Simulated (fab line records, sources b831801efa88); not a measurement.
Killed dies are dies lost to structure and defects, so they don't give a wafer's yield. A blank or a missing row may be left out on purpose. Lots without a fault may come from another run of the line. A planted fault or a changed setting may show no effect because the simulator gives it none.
fab line records | flow sky130
record lots=24 wafers=72 last_day=50
route steps=708 shown CONTACT@431 METAL2@485 VIA2@509 VIA3@575 VIA4@657 METAL5@666
lots that met no fault: from a run of the same line without faults
start_h: hours from the record's first day to the start of the lot's first wafer shown | wait_h: hours since the lot's step before | " the same as in the row above | L1.1+2: a row that stands for several wafers | - no value, or no start given | * or withheld: withheld | < > ~ a bound
route shown NAME@n: a module of which the file shows steps, and the number in the route of the first | usual: mean/standard deviation of fault-free wafers | same: alike in all rows | chamber/n: place in a boat | sites: the reading at each site | _std_site: their standard deviation | _edge_site: outer sites' mean less inner sites' | radius_mm: how far each site lies from the wafer's centre | mask NAME#n: copy n | behind: the tool/chamber that last shaped the wafer | hold: why the lot was held/for how many hours/how that ended | device: the transistor (n, p or np) that didn't switch | end of line: the same wafers' tests at the end of the route | a step without rows: its recipe alone | killed: dies lost to structure and defects at the first sort, not the wafer's yield | map: a wafer's dies, x killed, . not, _ none there
set.NAME: the setting as run; set.NAME@STEP: as run at that earlier step | model.NAME: the simulator's own value behind a step, which no gauge read
steps of the route over a sample of lots; a table a step, a row a wafer
services: from which hour (start_h, from the record's first day; less than 0 if before it) a tool's chamber was out of use, for how many hours, and why
## steps
# step SKY_CONTACT_RS_MEAS_25
# recipe thk_meas_gauge=four-point-probe reads=W_of_CONTACT_CVD_24+TiN_of_CONTACT_SPUTTER_23
# usual CONTACT_W_RS=0.331/0.005
# columns lot.wafer tool chamber start_h wait_h CONTACT_W_RS[ohm/sq]
L074.3 film_metro-04 - 759.67 0.1 0.323
L074.4 " - " " 0.327
L074.6 " - " " 0.328
L075.1 film_metro-04 - 761.33 0.1 0.335
L075.3 " - " " 0.337
L075.4 " - " " 0.331
L077.4 film_metro-04 - 763.47 0.1 0.326
L077.5 " - " " 0.329
L077.6 " - " " 0.326
L076.4 film_metro-01 - 763.62 0.1 0.334
L076.5 " - " " 0.335
L076.6 " - " " 0.337
L078.2 film_metro-04 - 808.93 0.1 0.324
L078.4 " - " " 0.326
L078.5 " - " " 0.329
L079.1 film_metro-02 - 810.97 0.1 0.337
L079.2 " - " " 0.335
L079.3 " - " " 0.334
L080.1 film_metro-04 - 811.52 0.1 0.326
L080.2 " - " " 0.325
L080.4 " - " " 0.323
L081.1 film_metro-04 - 811.83 0.1 0.334
L081.2 " - " " 0.340
L081.4 " - " " 0.332
L082.1 film_metro-02 - 812.77 0.1 0.331
L082.4 " - " " 0.325
L082.6 " - " " 0.328
L084.2 film_metro-01 - 820.63 0.1 0.334
L084.4 " - " " 0.339
L084.5 " - " " 0.339
L083.2 film_metro-02 - 822.83 0.1 0.323
L083.4 " - " " 0.322
L083.6 " - " " 0.327
L085.1 film_metro-01 - 823.02 0.1 0.339
L085.2 " - " " 0.337
L085.3 " - " " 0.336
L086.3 film_metro-01 - 824.56 0.1 0.333
L086.5 " - " " 0.325
L086.6 " - " " 0.330
L087.2 film_metro-04 - 834.99 0.1 0.328
L087.4 " - " " 0.338
L087.6 " - " " 0.336
L088.2 film_metro-04 - 847.89 0.1 0.336
L088.3 " - " " 0.336
L088.5 " - " " 0.333
L089.2 film_metro-01 - 850.29 0.1 0.327
L089.3 " - " " 0.327
L089.4 " - " " 0.328
L090.1 film_metro-01 - 864.35 0.1 0.323
L090.2 " - " " 0.328
L090.5 " - " " 0.325
L091.1 film_metro-01 - 869.22 0.1 0.333
L091.4 " - " " 0.333
L091.5 " - " " 0.332
L092.1 film_metro-02 - 872.83 0.1 0.330
L092.2 " - " " 0.327
L092.5 " - " " 0.328
L093.1 film_metro-04 - 889.39 0.1 0.328
L093.2 " - " " 0.335
L093.6 " - " " 0.332
L094.4 film_metro-01 - 889.93 0.1 0.328
L094.5 " - " " 0.329
L094.6 " - " " 0.333
L095.1 film_metro-01 - 901.27 0.1 0.335
L095.4 " - " " 0.334
L095.6 " - " " 0.335
L096.1 film_metro-01 - 906.00 0.1 0.330
L096.3 " - " " 0.329
L096.6 " - " " 0.331
L097.2 film_metro-01 - 911.43 0.1 0.334
L097.4 " - " " 0.330
L097.6 " - " " 0.333
# step SKY_METAL2_SPUTTER_02
# recipe material=AlCu target_thk_nm=250 power_w=10600 time_s=13.3 chamber_pressure_pa=0.4
# usual cathode_dc_power_W=10600/2 chamber_pressure_pa=0.4001/0.00083 throttle_valve_pct=30.2/1
# same time_s=13.3
# columns lot.wafer tool chamber start_h wait_h cathode_dc_power_W chamber_pressure_pa throttle_valve_pct
L074.3 pvd_sputter-02 - 817.47 0.0 10598 0.3998 29.4
L074.4 " - " " 10597 0.4002 31.2
L074.6 " - " " 10602 0.3994 31.3
L075.1 pvd_sputter-02 - 819.73 0.0 10599 0.3988 29.7
L075.3 " - " " 10597 0.3994 29.4
L075.4 " - " " 10600 0.4000 31.2
L077.4 pvd_sputter-04 - 820.73 0.0 10602 0.4004 30.8
L077.5 " - " " 10600 0.3993 30.1
L077.6 " - " " 10600 0.4004 28.8
L076.4 pvd_sputter-01 - 821.59 0.0 10600 0.3999 31.5
L076.5 " - " " 10601 0.3993 31.6
L076.6 " - " " 10603 0.3996 29.6
L078.2 pvd_sputter-01 - 865.70 0.0 10602 0.4008 31.4
L078.4 " - " " 10601 0.3997 29.7
L078.5 " - " " 10594 0.4000 29.8
L079.1 pvd_sputter-01 - 866.73 0.0 10603 0.3990 31.4
L079.2 " - " " 10602 0.4010 29.8
L079.3 " - " " 10599 0.3995 29.1
L080.1 pvd_sputter-04 - 867.04 0.0 10602 0.4009 31.1
L080.2 " - " " 10600 0.3990 31.3
L080.4 " - " " 10598 0.4023 29.0
L081.1 pvd_sputter-04 - 867.88 0.0 10600 0.4011 30.2
L081.2 " - " " 10603 0.3999 30.7
L081.4 " - " " 10602 0.4003 31.5
L082.1 pvd_sputter-04 - 869.04 0.0 10599 0.3989 31.1
L082.4 " - " " 10601 0.4010 31.1
L082.6 " - " " 10601 0.4000 31.3
L084.2 pvd_sputter-02 - 875.59 0.0 10601 0.3997 28.8
L084.4 " - " " 10603 0.4007 29.6
L084.5 " - " " 10602 0.4015 31.3
L083.2 pvd_sputter-01 - 878.58 0.0 10600 0.4011 29.8
L083.4 " - " " 10598 0.4006 29.0
L083.6 " - " " 10598 0.3992 31.2
L085.1 pvd_sputter-04 - 879.42 0.0 10601 0.3996 30.2
L085.2 " - " " 10592 0.4003 30.9
L085.3 " - " " 10600 0.4001 31.4
L086.3 pvd_sputter-01 - 880.09 0.0 10600 0.4001 29.5
L086.5 " - " " 10600 0.3993 29.1
L086.6 " - " " 10601 0.4008 31.4
L087.2 pvd_sputter-04 - 890.59 0.0 10601 0.4004 31.5
L087.4 " - " " 10603 0.4014 31.2
L087.6 " - " " 10602 0.3993 31.3
L088.2 pvd_sputter-01 - 903.19 0.0 10601 0.3999 29.0
L088.3 " - " " 10598 0.4004 31.6
L088.5 " - " " 10601 0.4008 29.2
L089.2 pvd_sputter-01 - 904.98 0.0 10601 0.3999 29.7
L089.3 " - " " 10601 0.4007 31.3
L089.4 " - " " 10599 0.3999 29.3
L090.1 pvd_sputter-04 - 919.25 0.0 10604 0.3987 30.5
L090.2 " - " " 10598 0.4013 31.5
L090.5 " - " " 10599 0.3982 30.8
L091.1 pvd_sputter-04 - 923.72 0.0 10598 0.3991 30.3
L091.4 " - " " 10602 0.3991 31.4
L091.5 " - " " 10600 0.3990 28.8
L092.1 pvd_sputter-01 - 926.84 0.0 10597 0.3989 29.0
L092.2 " - " " 10597 0.4007 29.8
L092.5 " - " " 10601 0.4008 29.7
L093.1 pvd_sputter-02 - 942.67 0.0 10602 0.3982 29.8
L093.2 " - " " 10602 0.4004 28.7
L093.6 " - " " 10601 0.4003 29.9
L094.4 pvd_sputter-02 - 943.93 0.0 10598 0.4006 29.6
L094.5 " - " " 10604 0.4001 29.3
L094.6 " - " " 10600 0.3987 31.0
L095.1 pvd_sputter-01 - 954.52 0.0 10600 0.4013 31.1
L095.4 " - " " 10599 0.4024 31.6
L095.6 " - " " 10599 0.3999 29.1
L096.1 pvd_sputter-01 - 958.52 0.0 10600 0.4006 31.6
L096.3 " - " " 10595 0.3990 29.1
L096.6 " - " " 10599 0.4003 31.7
L097.2 pvd_sputter-01 - 964.21 0.0 10601 0.4009 31.7
L097.4 " - " " 10600 0.3996 31.6
L097.6 " - " " 10602 0.4007 31.3
# step SKY_VIA2_CMP_02
# recipe material=SiO2 down_force_psi=4 platen_rpm=60 pad_velocity_m_s=0.94248
# usual edge_zone_pressure_frac=1.000/0.0046 motor_current_A=11.7/1.3
# columns lot.wafer tool chamber start_h wait_h edge_zone_pressure_frac motor_current_A
L074.4 cmp-01 1 845.27 0.1 1.010 12.3
L074.3 " 2 " " 1.005 12.9
L074.6 " 0 " " 0.998 11.6
L075.1 cmp-02 2 847.52 0.1 0.999 11.5
L075.4 " 3 " " 0.996 10.4
L075.3 " 0 " " 1.002 11.1
L077.4 cmp-02 3 848.17 0.0 1.000 11.6
L077.6 " 3 " " 0.995 10.7
L077.5 " 0 " " 0.992 11.5
L076.4 cmp-02 0 849.27 0.2 1.007 11.0
L076.5 " 1 " " 0.996 10.3
L076.6 " 2 " " 0.999 11.8
L078.4 cmp-02 0 892.34 0.0 1.000 10.9
L078.2 " 1 " " 1.000 9.7
L078.5 " 0 " " 0.997 11.0
L079.1 cmp-02 2 893.42 0.1 0.995 11.1
L079.2 " 3 " " 1.007 11.4
L079.3 " 1 " " 1.006 10.2
L080.2 cmp-02 0 893.85 0.0 1.006 11.2
L080.1 " 2 " " 1.003 11.5
L080.4 " 3 " " 0.996 10.8
L081.4 cmp-02 1 894.15 0.0 0.999 9.8
L081.2 " 2 " " 1.006 11.7
L081.1 " 0 " " 0.997 11.9
L082.4 cmp-01 2 895.88 0.0 1.009 13.5
L082.1 " 0 " " 0.996 11.9
L082.6 " 3 " " 1.006 15.1
L084.2 cmp-01 2 902.54 0.0 1.004 13.3
L084.4 " 3 " " 0.999 13.8
L084.5 " 2 " " 1.003 13.3
L083.4 cmp-01 1 905.79 0.0 1.005 12.3
L083.2 " 0 " " 0.996 11.2
L083.6 " 1 " " 1.012 11.9
L085.3 cmp-01 2 906.54 0.0 0.996 13.8
L085.2 " 0 " " 1.005 11.1
L085.1 " 1 " " 0.993 11.9
L086.3 cmp-02 3 906.99 0.1 1.003 10.8
L086.5 " 2 " " 0.996 11.6
L086.6 " 3 " " 1.001 10.7
L087.2 cmp-02 0 917.40 0.3 1.004 11.4
L087.4 " 3 " " 0.993 10.5
L087.6 " 0 " " 1.003 11.3
L088.3 cmp-02 1 929.31 0.0 1.000 10.5
L088.2 " 3 " " 0.993 11.1
L088.5 " 2 " " 1.006 11.2
L089.4 cmp-02 1 930.92 0.0 0.989 10.1
L089.2 " 2 " " 1.001 11.3
L089.3 " 0 " " 1.003 12.0
L090.2 cmp-01 0 944.97 0.0 1.005 11.3
L090.1 " 3 " " 0.998 15.5
L090.5 " 1 " " 0.999 12.6
L091.1 cmp-02 3 948.64 0.1 0.997 11.1
L091.4 " 0 " " 1.002 11.7
L091.5 " 2 " " 0.996 11.5
L092.2 cmp-01 2 952.54 0.1 1.008 12.9
L092.1 " 0 " " 1.004 11.1
L092.5 " 1 " " 1.008 12.0
L093.1 cmp-02 0 968.03 0.1 1.001 11.8
L093.2 " 1 " " 0.995 10.4
L093.6 " 3 " " 1.007 10.9
L094.4 cmp-01 2 969.83 0.2 0.996 13.8
L094.5 " 3 " " 0.998 14.6
L094.6 " 0 " " 0.994 11.6
L095.4 cmp-02 0 980.23 0.1 0.993 11.8
L095.1 " 2 " " 0.998 11.8
L095.6 " 0 " " 0.992 11.5
L096.1 cmp-02 1 983.97 0.1 0.992 9.9
L096.3 " 3 " " 0.993 10.2
L096.6 " 1 " " 0.993 9.8
L097.4 cmp-02 1 989.76 0.0 0.998 10.4
L097.2 " 3 " " 1.010 10.5
L097.6 " 2 " " 0.997 11.6
# step SKY_VIA3_CMP_02
# recipe material=SiO2 down_force_psi=4 platen_rpm=60 pad_velocity_m_s=0.94248
# usual edge_zone_pressure_frac=1.001/0.0056 motor_current_A=12.1/1.3
# columns lot.wafer tool chamber start_h wait_h edge_zone_pressure_frac motor_current_A
L074.4 cmp-01 3 926.37 0.1 1.003 14.4
L074.3 " 0 " " 1.002 12.2
L074.6 " 1 " " 1.007 12.4
L075.1 cmp-01 0 927.99 0.1 1.007 11.4
L075.3 " 1 " " 0.999 12.2
L075.4 " 2 " " 0.988 12.9
L077.4 cmp-01 2 928.29 0.1 0.998 12.9
L077.5 " 1 " " 0.990 12.3
L077.6 " 2 " " 0.995 13.1
L076.4 cmp-01 1 929.60 0.1 0.997 12.3
L076.5 " 0 " " 0.997 11.5
L076.6 " 1 " " 1.003 12.2
L078.2 cmp-02 3 970.94 0.1 1.008 10.6
L078.4 " 2 " " 0.997 11.8
L078.5 " 3 " " 1.006 11.3
L079.1 cmp-01 0 971.16 0.1 0.992 11.5
L079.2 " 2 " " 0.994 13.3
L079.3 " 3 " " 1.003 15.1
L081.4 cmp-01 1 973.39 0.0 1.006 12.0
L081.2 " 3 " " 0.994 14.0
L081.1 " 0 " " 1.008 11.6
L080.1 cmp-01 3 973.72 0.1 0.996 14.6
L080.4 " 0 " " 1.002 12.0
L080.2 " 1 " " 0.991 11.5
L082.1 cmp-02 1 974.16 0.1 1.001 10.2
L082.4 " 2 " " 0.991 11.6
L082.6 " 3 " " 0.991 10.8
L084.4 cmp-01 0 979.73 0.0 0.993 11.8
L084.2 " 3 " " 1.007 14.2
L084.5 " 0 " " 0.998 11.4
L083.4 cmp-01 1 983.30 0.1 1.002 12.4
L083.2 " 2 " " 1.005 13.2
L083.6 " 0 " " 0.993 11.2
L085.2 cmp-01 3 984.46 0.0 1.008 15.2
L085.1 " 0 " " 0.997 11.9
L085.3 " 2 " " 0.995 13.3
L086.3 cmp-02 2 984.77 0.0 1.009 11.9
L086.5 " 2 " " 1.005 11.2
L086.6 " 3 " " 1.004 10.7
L087.2 cmp-02 2 994.91 0.0 0.998 10.9
L087.4 " 1 " " 0.988 10.4
L087.6 " 2 " " 1.003 10.8
L088.3 cmp-02 2 1004.51 0.4 1.009 11.2
L088.2 " 1 " " 0.997 9.9
L088.5 " 2 " " 1.005 11.8
L089.4 cmp-02 2 1005.71 0.5 0.987 11.7
L089.2 " 3 " " 1.007 11.0
L089.3 " 0 " " 1.005 11.2
L090.2 cmp-02 0 1019.37 0.0 1.000 11.6
L090.1 " 2 " " 0.999 11.0
L090.5 " 0 " " 1.000 11.6
L091.1 cmp-02 3 1022.46 0.1 1.003 11.0
L091.4 " 1 " " 1.004 10.5
L091.5 " 3 " " 1.004 11.2
L092.1 cmp-01 3 1026.78 0.1 1.001 14.4
L092.2 " 1 " " 1.002 12.2
L092.5 " 2 " " 1.004 13.1
L093.2 cmp-02 1 1039.81 0.0 1.003 10.1
L093.1 " 0 " " 1.003 10.8
L093.6 " 2 " " 0.997 11.6
L094.4 cmp-02 2 1043.40 0.2 1.010 11.2
L094.5 " 3 " " 1.005 10.9
L094.6 " 0 " " 1.003 11.1
L095.1 cmp-01 0 1053.10 0.1 0.999 11.8
L095.4 " 1 " " 1.002 11.8
L095.6 " 3 " " 1.001 14.9
L096.1 cmp-01 1 1054.47 0.1 1.007 12.0
L096.3 " 3 " " 1.004 13.8
L096.6 " 1 " " 1.004 12.3
L097.2 cmp-01 0 1061.22 0.0 0.998 12.1
L097.4 " 1 " " 1.000 12.6
L097.6 " 0 " " 1.002 11.1
# step SKY_VIA4_CVD_18
# recipe material=W target_thk_nm=505 time_s=152.14 temp_c=400 pressure_torr=40
# usual heater_power_w=829/25
# same time_s=152.14
# columns lot.wafer tool chamber start_h wait_h heater_power_w
L074.3 cvd_w-01 0 1026.10 0.1 775
L074.4 " 1 " " 829
L074.6 " 1 " " 826
L075.1 cvd_w-02 0 1026.47 0.0 836
L075.3 " 0 " " 823
L075.4 " 1 " " 831
L077.4 cvd_w-02 0 1026.88 0.1 858
L077.5 " 1 " " 851
L077.6 " 0 " " 830
L076.4 cvd_w-02 1 1028.30 0.1 844
L076.5 " 1 " " 847
L076.6 " 0 " " 815
L078.2 cvd_w-02 1 1067.67 0.0 832
L078.4 " 0 " " 818
L078.5 " 0 " " 832
L079.1 cvd_w-01 0 1068.53 0.0 802
L079.2 " 1 " " 820
L079.3 " 1 " " 843
L081.1 cvd_w-01 1 1068.88 0.0 842
L081.2 " 0 " " 792
L081.4 " 1 " " 832
L080.1 cvd_w-01 1 1069.72 0.0 819
L080.2 " 0 " " 802
L080.4 " 0 " " 781
L082.1 cvd_w-01 0 1070.28 0.0 790
L082.4 " 1 " " 842
L082.6 " 1 " " 832
L084.2 cvd_w-01 1 1075.63 0.0 844
L084.4 " 0 " " 817
L084.5 " 1 " " 827
L083.2 cvd_w-01 1 1077.99 0.0 836
L083.4 " 1 " " 824
L083.6 " 0 " " 783
L085.1 cvd_w-02 0 1078.64 0.0 857
L085.2 " 1 " " 847
L085.3 " 1 " " 848
L086.3 cvd_w-01 0 1078.99 0.1 771
L086.5 " 0 " " 774
L086.6 " 1 " " 824
L087.2 cvd_w-01 0 1087.69 0.0 792
L087.4 " 0 " " 800
L087.6 " 1 " " 865
L088.2 cvd_w-01 1 1096.24 0.0 844
L088.3 " 1 " " 828
L088.5 " 0 " " 783
L089.2 cvd_w-02 1 1096.68 0.0 869
L089.3 " 0 " " 829
L089.4 " 1 " " 857
L090.1 cvd_w-02 1 1111.53 0.0 863
L090.2 " 0 " " 837
L090.5 " 1 " " 845
L091.1 cvd_w-02 1 1113.67 0.0 843
L091.4 " 1 " " 858
L091.5 " 1 " " 836
L092.1 cvd_w-02 1 1116.83 0.0 854
L092.2 " 0 " " 850
L092.5 " 0 " " 836
L093.1 cvd_w-02 0 1128.03 0.0 851
L093.2 " 1 " " 837
L093.6 " 0 " " 854
L094.4 cvd_w-02 0 1129.82 0.1 845
L094.5 " 1 " " 845
L094.6 " 0 " " 830
L095.1 cvd_w-02 1 1139.98 0.0 851
L095.4 " 1 " " 862
L095.6 " 1 " " 832
L096.1 cvd_w-02 0 1142.37 0.0 844
L096.3 " 0 " " 862
L096.6 " 0 " " 831
L097.2 cvd_w-01 1 1146.33 0.0 817
L097.4 " 0 " " 818
L097.6 " 0 " " 799
# step SKY_METAL5_RS_MEAS_05
# recipe thk_meas_gauge=four-point-probe reads=TiN_of_METAL5_SPUTTER_04+Ti_of_METAL5_SPUTTER_03+AlCu_of_METAL5_SPUTTER_02+TiN_of_METAL5_SPUTTER_01+Ti_of_METAL5_SPUTTER_00
# usual METAL5_ALCU_RS=0.0271/0.00035
# columns lot.wafer tool chamber start_h wait_h METAL5_ALCU_RS[ohm/sq]
L074.3 film_metro-03 - 1026.88 0.1 0.0270
L074.4 " - " " 0.0273
L074.6 " - " " 0.0271
L075.1 film_metro-01 - 1027.79 0.0 0.0274
L075.3 " - " " 0.0272
L075.4 " - " " 0.0277
L077.4 film_metro-04 - 1028.45 0.1 0.0271
L077.5 " - " " 0.0274
L077.6 " - " " 0.0272
L076.4 film_metro-04 - 1029.35 0.1 0.0276
L076.5 " - " " 0.0275
L076.6 " - " " 0.0269
L078.2 film_metro-03 - 1068.49 0.0 0.0267
L078.4 " - " " 0.0271
L078.5 " - " " 0.0278
L079.1 film_metro-01 - 1069.33 0.0 0.0267
L079.2 " - " " 0.0268
L079.3 " - " " 0.0270
L081.1 film_metro-03 - 1069.68 0.0 0.0270
L081.2 " - " " 0.0268
L081.4 " - " " 0.0272
L080.1 film_metro-01 - 1070.61 0.1 0.0265
L080.2 " - " " 0.0268
L080.4 " - " " 0.0273
L082.1 film_metro-03 - 1071.09 0.0 0.0268
L082.4 " - " " 0.0267
L082.6 " - " " 0.0276
L084.2 film_metro-04 - 1076.71 0.0 0.0269
L084.4 " - " " 0.0268
L084.5 " - " " 0.0270
L083.2 film_metro-04 - 1078.80 0.0 0.0269
L083.4 " - " " 0.0276
L083.6 " - " " 0.0269
L085.1 film_metro-04 - 1079.44 0.0 0.0275
L085.2 " - " " 0.0267
L085.3 " - " " 0.0266
L086.3 film_metro-01 - 1079.78 0.1 0.0270
L086.5 " - " " 0.0267
L086.6 " - " " 0.0270
L087.2 film_metro-04 - 1090.31 0.0 0.0269
L087.4 " - " " 0.0272
L087.6 " - " " 0.0274
L088.2 film_metro-03 - 1097.25 0.0 0.0277
L088.3 " - " " 0.0269
L088.5 " - " " 0.0279
L089.2 film_metro-03 - 1097.50 0.0 0.0267
L089.3 " - " " 0.0271
L089.4 " - " " 0.0271
L090.1 film_metro-03 - 1112.33 0.0 0.0273
L090.2 " - " " 0.0270
L090.5 " - " " 0.0271
L091.1 film_metro-03 - 1114.57 0.0 0.0276
L091.4 " - " " 0.0279
L091.5 " - " " 0.0277
L092.1 film_metro-03 - 1117.63 0.0 0.0272
L092.2 " - " " 0.0273
L092.5 " - " " 0.0271
L093.1 film_metro-01 - 1128.83 0.0 0.0272
L093.2 " - " " 0.0271
L093.6 " - " " 0.0271
L094.4 film_metro-04 - 1130.63 0.1 0.0266
L094.5 " - " " 0.0268
L094.6 " - " " 0.0266
L095.1 film_metro-01 - 1140.78 0.0 0.0270
L095.4 " - " " 0.0276
L095.6 " - " " 0.0274
L096.1 film_metro-03 - 1143.17 0.0 0.0267
L096.3 " - " " 0.0275
L096.6 " - " " 0.0275
L097.2 film_metro-03 - 1147.15 0.0 0.0270
L097.4 " - " " 0.0272
L097.6 " - " " 0.0269
## services
# columns tool chamber start_h hours kind
cmp-01 - 794.82 0.5 repair
cmp-02 - 804.24 2.3 repair
cmp-02 - 810.55 5.2 pm
cmp-01 - 861.25 1.0 repair
cvd_w-02 - 861.93 1.2 repair
cvd_w-02 - 863.53 2.8 pm
cmp-02 - 876.22 1.1 repair
cmp-02 - 891.66 0.4 repair
cvd_w-02 - 904.00 14.0 pm
cmp-02 - 912.00 4.0 pm
cmp-01 - 916.01 4.0 repair
cmp-01 - 944.04 0.8 repair
cmp-01 - 955.71 8.4 repair
cvd_w-02 0 966.97 1.2 repair
cmp-01 - 989.71 15.9 pm
cmp-01 - 1010.11 1.3 repair
cvd_w-02 - 1010.12 6.0 pm
cmp-02 - 1023.88 13.6 repair
cmp-01 - 1038.11 5.5 pm
cmp-02 - 1078.33 10.6 pm
cmp-01 - 1084.00 4.0 pm
cmp-01 - 1102.84 0.9 repair
cmp-01 - 1130.42 0.9 repair
cmp-01 - 1135.36 1.0 repair
## key
fault none
